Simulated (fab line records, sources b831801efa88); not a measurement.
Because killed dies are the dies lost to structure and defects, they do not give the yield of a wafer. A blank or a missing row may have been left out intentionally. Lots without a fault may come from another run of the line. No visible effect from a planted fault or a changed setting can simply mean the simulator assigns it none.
fab line records + flow sky130
[record]
- lots = 6
- wafers = 18
- last-day = 50
route steps=708 shown METAL3@561 VIA3@573
lots untouched by any fault: they come from a run of this same line in which no faults occurred
start-h: hours from the record's opening day to when the first of the lot's shown wafers began + wait-h: hours from the lot's prior step to this one + " the same as in the row above + L1.1+2: a single row standing in for several wafers + - no value, or no start was given + * or withheld: withheld + < > ~ a bound
route shown NAME@n: NAME is a module with steps in the file, n the number in the route of the first one + usual: mean/standard deviation of fault-free wafers + same: alike in all rows + chamber/n: place in a boat + sites: each site's reading + _std_site: the values' standard deviation + _edge_site: mean of outer sites minus mean of inner sites + radius-mm: for every site, how far away it sits from the centre of the wafer + mask NAME#n: copy n + behind: tool/chamber where the wafer was last shaped + hold: why the lot was held/for how many hours/how that ended + device: the transistor (n, p or np) that didn't switch + end of line: tests run on the same wafers once the route is complete + a step without rows: its recipe alone + killed: dies that structure and defects cost at the first sort, which is not the same as the wafer's yield + map: shows each die of a wafer: x if killed, . if not, _ if none is there
set.NAME: the setting as run; set.NAME@STEP: as run at that earlier step + model.NAME: the simulator's own value behind a step, which no gauge read
lots at selected steps of the route; one table per step, one row per wafer
services: the hour from which a tool's chamber was out of use, counted from the record's first day as start-h (under 0 if before that day), plus the number of hours and why
[[steps]]
[step SKY_METAL3_PEB_11]
[recipe]
- peb-temp-c = withheld
- peb-time-s = withheld
- resist = KrF-thick
[step SKY_METAL3_DEVELOP_12]
[recipe]
- develop-time-s = 60
- resist = KrF-thick
- dev-temp-c = 21
[step SKY_METAL3_CD_MEAS_13]
[recipe]
- target-cd-nm = 300
[usual]
- cd-nm = 299.8/1.8
| lot.wafer | tool      | chamber | start-h | wait-h | cd-nm |
|-----------|-----------|---------|---------|--------|-------|
| L479.1    | cd-sem-02 | -       | 891.11  | -      | 301.4 |
| L479.3    | "         | -       | "       | "      | 302.4 |
| L479.6    | "         | -       | "       | "      | 302.0 |
| L481.4    | cd-sem-01 | -       | 925.96  | -      | 296.0 |
| L481.5    | "         | -       | "       | "      | 296.6 |
| L481.6    | "         | -       | "       | "      | 295.9 |
| L489.1    | cd-sem-02 | -       | 977.41  | -      | 300.0 |
| L489.2    | "         | -       | "       | "      | 300.9 |
| L489.6    | "         | -       | "       | "      | 300.8 |
| L491.1    | cd-sem-02 | -       | 992.66  | -      | 299.3 |
| L491.2    | "         | -       | "       | "      | 298.7 |
| L491.3    | "         | -       | "       | "      | 300.9 |
| L492.2    | cd-sem-02 | -       | 997.63  | -      | 298.6 |
| L492.3    | "         | -       | "       | "      | 298.7 |
| L492.4    | "         | -       | "       | "      | 299.2 |
| L501.1    | cd-sem-02 | -       | 1058.21 | -      | 299.1 |
| L501.4    | "         | -       | "       | "      | 297.5 |
| L501.6    | "         | -       | "       | "      | 298.3 |
[step SKY_METAL3_OVL_MEAS_14]
[usual]
- METAL3_OVL = 0/5.7
| lot.wafer | tool       | chamber | start-h | wait-h | METAL3_OVL[nm] |
|-----------|------------|---------|---------|--------|----------------|
| L479.1    | overlay-01 | -       | 891.23  | 0.1    | -3             |
| L479.3    | "          | -       | "       | "      | 2              |
| L479.6    | "          | -       | "       | "      | -10            |
| L481.4    | overlay-02 | -       | 926.04  | 0.1    | -2             |
| L481.5    | "          | -       | "       | "      | -4             |
| L481.6    | "          | -       | "       | "      | -5             |
| L489.1    | overlay-02 | -       | 977.53  | 0.1    | 11             |
| L489.2    | "          | -       | "       | "      | 5              |
| L489.6    | "          | -       | "       | "      | -1             |
| L491.1    | overlay-01 | -       | 992.78  | 0.1    | 7              |
| L491.2    | "          | -       | "       | "      | -5             |
| L491.3    | "          | -       | "       | "      | 10             |
| L492.2    | overlay-01 | -       | 997.74  | 0.1    | 6              |
| L492.3    | "          | -       | "       | "      | 1              |
| L492.4    | "          | -       | "       | "      | 4              |
| L501.1    | overlay-01 | -       | 1058.33 | 0.1    | 8              |
| L501.4    | "          | -       | "       | "      | 4              |
| L501.6    | "          | -       | "       | "      | 10             |
[step SKY_METAL3_DESCUM_15]
[recipe]
- chemistry = O2
- source-power-w = 150
- bias-power-w = 0
- pressure-mtorr = 10
- temp-c = 40
- time-s = 8
[usual]
- drypump-motor-current-A = 5.80/0.21
- oes-product-au = 1.000/0.0088
[same]
- bias-power-w = 0
| lot.wafer | tool         | chamber | start-h | wait-h | drypump-motor-current-A | oes-product-au | rf-hours-counter-h |
|-----------|--------------|---------|---------|--------|-------------------------|----------------|--------------------|
| L479.1    | rie-metal-04 | 0       | 891.27  | 0.0    | 6.17                    | 0.990          | 11                 |
| L479.3    | "            | 0       | "       | "      | 6.17                    | 0.983          | -                  |
| L479.6    | "            | 0       | "       | "      | 6.19                    | 0.987          | -                  |
| L481.4    | rie-metal-01 | 1       | 926.07  | 0.0    | 5.76                    | 1.007          | -                  |
| L481.5    | "            | 1       | "       | "      | 5.75                    | 1.012          | -                  |
| L481.6    | "            | 0       | "       | "      | 5.71                    | 1.000          | -                  |
| L489.1    | rie-metal-01 | 1       | 977.57  | 0.0    | 5.74                    | 1.023          | 8                  |
| L489.2    | "            | 0       | "       | "      | 5.70                    | 1.003          | 10                 |
| L489.6    | "            | 1       | "       | "      | 5.77                    | 1.027          | -                  |
| L491.1    | rie-metal-02 | 0       | 992.82  | 0.0    | 5.67                    | 1.001          | 5                  |
| L491.2    | "            | 1       | "       | "      | 6.10                    | 0.988          | 18                 |
| L491.3    | "            | 0       | "       | "      | 5.66                    | 1.004          | -                  |
| L492.2    | rie-metal-01 | 0       | 997.77  | 0.0    | 5.65                    | 1.001          | 12                 |
| L492.3    | "            | 1       | "       | "      | 5.75                    | 1.015          | -                  |
| L492.4    | "            | 0       | "       | "      | 5.62                    | 0.998          | -                  |
| L501.1    | rie-metal-02 | 0       | 1058.37 | 0.0    | 5.64                    | 0.986          | 9                  |
| L501.4    | "            | 0       | "       | "      | 5.65                    | 0.993          | -                  |
| L501.6    | "            | 0       | "       | "      | 5.64                    | 0.994          | -                  |
[step SKY_METAL3_ETCH_16]
[recipe]
- chemistry = N2/H2
- target = BARC
- ion-energy-ev = 200
- bias-w = 100
- pressure-mtorr = 30
- n2-flow-sccm = 100
- h2-flow-sccm = 200
- icp-w = 500
- stop-on = SiO2
- time-s = 88.2
- target-depth-a = 600
[usual]
- drypump-motor-current-A = 5.81/0.2
- oes-product-au = 0.626/0.0046
- throttle-valve-pct = 13.205/0.011
| lot.wafer | tool         | chamber | start-h | wait-h | drypump-motor-current-A | oes-product-au | rf-hours-counter-h | throttle-valve-pct |
|-----------|--------------|---------|---------|--------|-------------------------|----------------|--------------------|--------------------|
| L479.1    | rie-metal-04 | 0       | 891.31  | 0.0    | 6.19                    | 0.628          | 11                 | 13.198             |
| L479.3    | "            | 0       | "       | "      | 6.17                    | 0.625          | -                  | 13.216             |
| L479.6    | "            | 0       | "       | "      | 6.17                    | 0.622          | -                  | 13.204             |
| L481.4    | rie-metal-01 | 1       | 926.12  | 0.0    | 5.75                    | 0.624          | -                  | 13.210             |
| L481.5    | "            | 1       | "       | "      | 5.73                    | 0.624          | -                  | 13.219             |
| L481.6    | "            | 0       | "       | "      | 5.73                    | 0.626          | -                  | 13.200             |
| L489.1    | rie-metal-01 | 1       | 977.60  | 0.0    | 5.76                    | 0.621          | 8                  | 13.201             |
| L489.2    | "            | 0       | "       | "      | 5.71                    | 0.624          | 10                 | 13.203             |
| L489.6    | "            | 1       | "       | "      | 5.75                    | 0.617          | -                  | 13.203             |
| L491.1    | rie-metal-02 | 0       | 992.85  | 0.0    | 5.66                    | 0.631          | 5                  | 13.205             |
| L491.2    | "            | 1       | "       | "      | 6.12                    | 0.629          | 18                 | 13.198             |
| L491.3    | "            | 0       | "       | "      | 5.66                    | 0.625          | -                  | 13.210             |
| L492.2    | rie-metal-01 | 0       | 997.80  | 0.0    | 5.71                    | 0.626          | 12                 | 13.212             |
| L492.3    | "            | 1       | "       | "      | 5.75                    | 0.626          | -                  | 13.215             |
| L492.4    | "            | 0       | "       | "      | 5.74                    | 0.626          | -                  | 13.208             |
| L501.1    | rie-metal-02 | 0       | 1058.40 | 0.0    | 5.69                    | 0.618          | 9                  | 13.219             |
| L501.4    | "            | 0       | "       | "      | 5.69                    | 0.623          | -                  | 13.188             |
| L501.6    | "            | 0       | "       | "      | 5.70                    | 0.620          | -                  | 13.189             |
[step SKY_METAL3_ETCH_17]
[recipe]
- target = SiO2
- stop-on = TiN
- chemistry = C4F8/O2/Ar
- source-w = 1500
- bias-w = 1200
- pressure-mtorr = 40
- c4f8-flow-sccm = withheld
- O2_flow_sccm = 6
- Ar_flow_sccm = 300
- time-s = 3.9
- target-depth-a = 150
[usual]
- oes-product-au = 0.756/0.0072
| lot.wafer | tool        | chamber | start-h | wait-h | oes-product-au | rf-hours-counter-h |
|-----------|-------------|---------|---------|--------|----------------|--------------------|
| L479.1    | rie-diel-04 | 1       | 891.44  | 0.1    | 0.741          | 9                  |
| L479.3    | "           | 3       | "       | "      | 0.759          | 18                 |
| L479.6    | "           | 3       | "       | "      | 0.758          | -                  |
| L481.4    | rie-diel-04 | 2       | 926.19  | 0.0    | 0.762          | 8                  |
| L481.5    | "           | 1       | "       | "      | 0.745          | -                  |
| L481.6    | "           | 0       | "       | "      | 0.744          | -                  |
| L489.1    | rie-diel-02 | 2       | 977.70  | 0.1    | 0.761          | 11                 |
| L489.2    | "           | 3       | "       | "      | 0.752          | 15                 |
| L489.6    | "           | 0       | "       | "      | 0.770          | -                  |
| L491.1    | rie-diel-04 | 3       | 992.95  | 0.1    | 0.761          | 20                 |
| L491.2    | "           | 2       | "       | "      | 0.757          | 9                  |
| L491.3    | "           | 1       | "       | "      | 0.746          | 12                 |
| L492.2    | rie-diel-02 | 0       | 997.90  | 0.1    | 0.746          | 10                 |
| L492.3    | "           | 3       | "       | "      | 0.744          | 15                 |
| L492.4    | "           | 2       | "       | "      | 0.753          | 12                 |
| L501.1    | rie-diel-01 | 2       | 1058.50 | 0.1    | 0.743          | 17                 |
| L501.4    | "           | 0       | "       | "      | 0.767          | 12                 |
| L501.6    | "           | 3       | "       | "      | 0.764          | -                  |
[step SKY_METAL3_METAL_ETCH_18]
[recipe]
- target-depth-a = 8450
- stop-on = SiO2
- over-etch-frac = 0.3
- time-s = 183.1
- chemistry = Cl2/BCl3
- resist-sidewall-deg = 88
- pressure-mtorr = 10
- icp-w = 900
- bias-w = 48.5
- Cl2_flow_sccm = 60
- bcl3-flow-sccm = 30
[usual]
- drypump-motor-current-A = 5.84/0.26
- oes-product-au = 0.867/0.0075
- throttle-valve-pct = 22.265/0.0098
[same]
- over-etch-frac = 0.3
| lot.wafer | tool         | chamber | start-h | wait-h | drypump-motor-current-A | oes-product-au | rf-hours-counter-h | throttle-valve-pct |
|-----------|--------------|---------|---------|--------|-------------------------|----------------|--------------------|--------------------|
| L479.1    | rie-metal-01 | 0       | 891.46  | 0.0    | 5.71                    | 0.854          | 6                  | 22.278             |
| L479.3    | "            | 0       | "       | "      | 5.70                    | 0.853          | -                  | 22.265             |
| L479.6    | "            | 0       | "       | "      | 5.73                    | 0.863          | -                  | 22.266             |
| L481.4    | rie-metal-02 | 0       | 926.27  | 0.1    | 5.71                    | 0.861          | -                  | 22.255             |
| L481.5    | "            | 0       | "       | "      | 5.68                    | 0.857          | -                  | 22.268             |
| L481.6    | "            | 1       | "       | "      | 6.13                    | 0.869          | -                  | 22.278             |
| L489.1    | rie-metal-04 | 1       | 977.72  | 0.0    | 5.54                    | 0.873          | 12                 | 22.262             |
| L489.2    | "            | 0       | "       | "      | 6.17                    | 0.863          | 16                 | 22.265             |
| L489.6    | "            | 0       | "       | "      | 6.17                    | 0.862          | -                  | 22.270             |
| L491.1    | rie-metal-04 | 1       | 992.97  | 0.0    | 5.54                    | 0.868          | 13                 | 22.272             |
| L491.2    | "            | 1       | "       | "      | 5.51                    | 0.886          | -                  | 22.274             |
| L491.3    | "            | 1       | "       | "      | 5.53                    | 0.878          | -                  | 22.272             |
| L492.2    | rie-metal-02 | 1       | 997.92  | 0.0    | 6.13                    | 0.872          | 19                 | 22.263             |
| L492.3    | "            | 0       | "       | "      | 5.65                    | 0.871          | -                  | 22.263             |
| L492.4    | "            | 1       | "       | "      | 6.15                    | 0.874          | -                  | 22.264             |
| L501.1    | rie-metal-01 | 0       | 1058.52 | 0.0    | 5.69                    | 0.875          | 15                 | 22.257             |
| L501.4    | "            | 1       | "       | "      | 5.77                    | 0.881          | -                  | 22.263             |
| L501.6    | "            | 1       | "       | "      | 5.78                    | 0.874          | -                  | 22.246             |
[step SKY_METAL3_STRIP_19]
[recipe]
- chemistry = O2/N2
- power-w = 1400
- pressure-mtorr = 1500
- platen-temp-c = withheld
- o2-flow-sccm = 3000
- n2-flow-sccm = 300
- overash-fraction = 0.5
[step SKY_METAL3_STRIP_20]
[recipe]
- chemistry = post-etch-residue-remover
- time-s = 1200
- temp-c = 72.5
[step SKY_METAL3_CLEAN_21]
[recipe]
- chemistry = IPA
- time-s = 180
- temp-c = 25
[step SKY_METAL3_CLEAN_22]
[recipe]
- chemistry = O3/DIW
- dry = n2-spin
[step SKY_VIA3_HDPCVD_00]
[recipe]
- material = SiO2
- target-thk-nm = 1635
- sigma-open-frac = 0.3
- time-s = 272.5
- temp-c = 400
- sih4-flow-sccm = 60
- pressure-mtorr = 6
| lot.wafer  | tool      | chamber | start-h | wait-h |
|------------|-----------|---------|---------|--------|
| L479.1+3+6 | hdpcvd-01 | 2,0,0   | 892.25  | 0.0    |
| L481.4+5+6 | hdpcvd-01 | 2,0,1   | 927.06  | 0.1    |
| L481.4+5+6 | hdpcvd-01 | 2,0,1   | 927.40  | 0.3    |
| L489.1+2+6 | hdpcvd-02 | 1,0,2   | 978.49  | 0.0    |
| L489.1+2+6 | hdpcvd-02 | 1,0,2   | 978.82  | 0.3    |
| L491.1+2+3 | hdpcvd-02 | 0,1,2   | 993.92  | 0.0    |
| L492.2+3+4 | hdpcvd-02 | 0,1,0   | 998.69  | 0.0    |
| L501.1+4+6 | hdpcvd-02 | 1,0,2   | 1059.63 | 0.0    |
[step SKY_VIA3_THK_MEAS_01]
[recipe]
- reads = SiO2_of_VIA3_HDPCVD_00
[usual]
- VIA3_HDPCVD_THK = 1634/21
| lot.wafer | tool          | chamber | start-h | wait-h | VIA3_HDPCVD_THK[nm] |
|-----------|---------------|---------|---------|--------|---------------------|
| L479.1    | film-metro-02 | -       | 892.41  | 0.1    | 1638                |
| L479.3    | "             | -       | "       | "      | 1604                |
| L479.6    | "             | -       | "       | "      | 1630                |
| L481.4    | film-metro-01 | -       | 927.51  | 0.0    | 3363                |
| L481.5    | "             | -       | "       | "      | 3298                |
| L481.6    | "             | -       | "       | "      | 3265                |
| L489.1    | film-metro-03 | -       | 978.99  | 0.1    | 3270                |
| L489.2    | "             | -       | "       | "      | 3281                |
| L489.6    | "             | -       | "       | "      | 3229                |
| L491.1    | film-metro-01 | -       | 994.09  | 0.1    | 1636                |
| L491.2    | "             | -       | "       | "      | 1624                |
| L491.3    | "             | -       | "       | "      | 1610                |
| L492.2    | film-metro-01 | -       | 998.87  | 0.1    | 1640                |
| L492.3    | "             | -       | "       | "      | 1633                |
| L492.4    | "             | -       | "       | "      | 1652                |
| L501.1    | film-metro-01 | -       | 1059.80 | 0.1    | 1612                |
| L501.4    | "             | -       | "       | "      | 1637                |
| L501.6    | "             | -       | "       | "      | 1642                |
[step SKY_VIA3_CMP_02]
[recipe]
- material = SiO2
- down-force-psi = 4
- platen-rpm = 60
- pad-velocity-m-s = 0.94248
[usual]
- motor-current-A = 12.1/1.8
| lot.wafer | tool   | chamber | start-h | wait-h | motor-current-A |
|-----------|--------|---------|---------|--------|-----------------|
| L479.1    | cmp-02 | 1       | 892.47  | 0.1    | 9.6             |
| L479.3    | "      | 3       | "       | "      | 15.4            |
| L479.6    | "      | 1       | "       | "      | 9.6             |
| L481.4    | cmp-02 | 2       | 927.59  | 0.1    | 12.8            |
| L481.6    | "      | 1       | "       | "      | 9.4             |
| L481.5    | "      | 2       | "       | "      | 12.4            |
| L489.2    | cmp-02 | 3       | 979.10  | 0.1    | 15.5            |
| L489.1    | "      | 0       | "       | "      | 10.5            |
| L489.6    | "      | 2       | "       | "      | 11.9            |
| L491.3    | cmp-01 | 2       | 994.15  | 0.0    | 11.4            |
| L491.1    | "      | 3       | "       | "      | 13.0            |
| L491.2    | "      | 1       | "       | "      | 12.1            |
| L492.4    | cmp-01 | 0       | 998.97  | 0.1    | 13.6            |
| L492.3    | "      | 1       | "       | "      | 12.2            |
| L492.2    | "      | 2       | "       | "      | 11.8            |
| L501.4    | cmp-01 | 3       | 1059.99 | 0.2    | 12.7            |
| L501.1    | "      | 1       | "       | "      | 11.1            |
| L501.6    | "      | 3       | "       | "      | 12.7            |
[[services]]
| tool         | chamber | start-h | hours | kind   |
|--------------|---------|---------|-------|--------|
| cmp-01       | -       | 879.41  | 0.2   | repair |
| rie-diel-04  | 2       | 879.70  | 11.7  | repair |
| cmp-01       | -       | 881.21  | 0.3   | repair |
| cmp-01       | -       | 891.57  | 0.3   | repair |
| hdpcvd-02    | -       | 892.21  | 1.2   | repair |
| rie-metal-01 | -       | 899.43  | 1.2   | repair |
| cmp-02       | -       | 912.29  | 4.0   | pm     |
| hdpcvd-02    | -       | 916.43  | 14.6  | pm     |
| cmp-01       | -       | 923.52  | 2.9   | repair |
| rie-metal-01 | -       | 923.78  | 1.2   | repair |
| rie-metal-02 | -       | 929.75  | 0.3   | repair |
| rie-metal-02 | 1       | 929.97  | 4.8   | repair |
| hdpcvd-02    | -       | 950.25  | 15.0  | pm     |
| cmp-02       | -       | 951.09  | 0.5   | repair |
| rie-diel-04  | 3       | 959.72  | 10.0  | repair |
| cmp-02       | -       | 962.98  | 4.2   | repair |
| rie-metal-04 | -       | 981.72  | 2.8   | pm     |
| rie-metal-04 | 0       | 990.01  | 12.4  | repair |
| cmp-02       | -       | 1005.00 | 1.9   | repair |
| rie-diel-04  | 1       | 1008.44 | 6.8   | repair |
| cmp-01       | -       | 1017.02 | 1.7   | repair |
| cmp-01       | -       | 1022.14 | 8.7   | pm     |
| hdpcvd-01    | 0       | 1049.93 | 3.7   | repair |
| rie-metal-04 | -       | 1057.63 | 4.3   | pm     |
[[key]]
[first-sign]
- step = SKY_VIA3_HDPCVD_00
- reading = visit
- direction = added
[effect]
- step = SKY_VIA3_THK_MEAS_01
- reading = VIA3_HDPCVD_THK
- direction = up
- sigmas = 80
- usual = 1634
- struck = 3284
met-at SKY_VIA3_HDPCVD_00
struck-wafers L481.4,L481.5,L481.6,L489.1,L489.2,L489.6
sort-left-out L481.4,L481.5,L481.6,L489.1,L489.2,L489.6
[fault]
- kind = repeated-step-whole
- tool = hdpcvd-01,hdpcvd-02
- chamber = -
- onset-h = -
- steps = SKY_VIA3_HDPCVD_00
- times = 1
- scope = struck-lots-only
// sort-left-out: the simulated sort isn't trusted on such a fault, so these wafers' sort isn't shown, and their yield isn't known
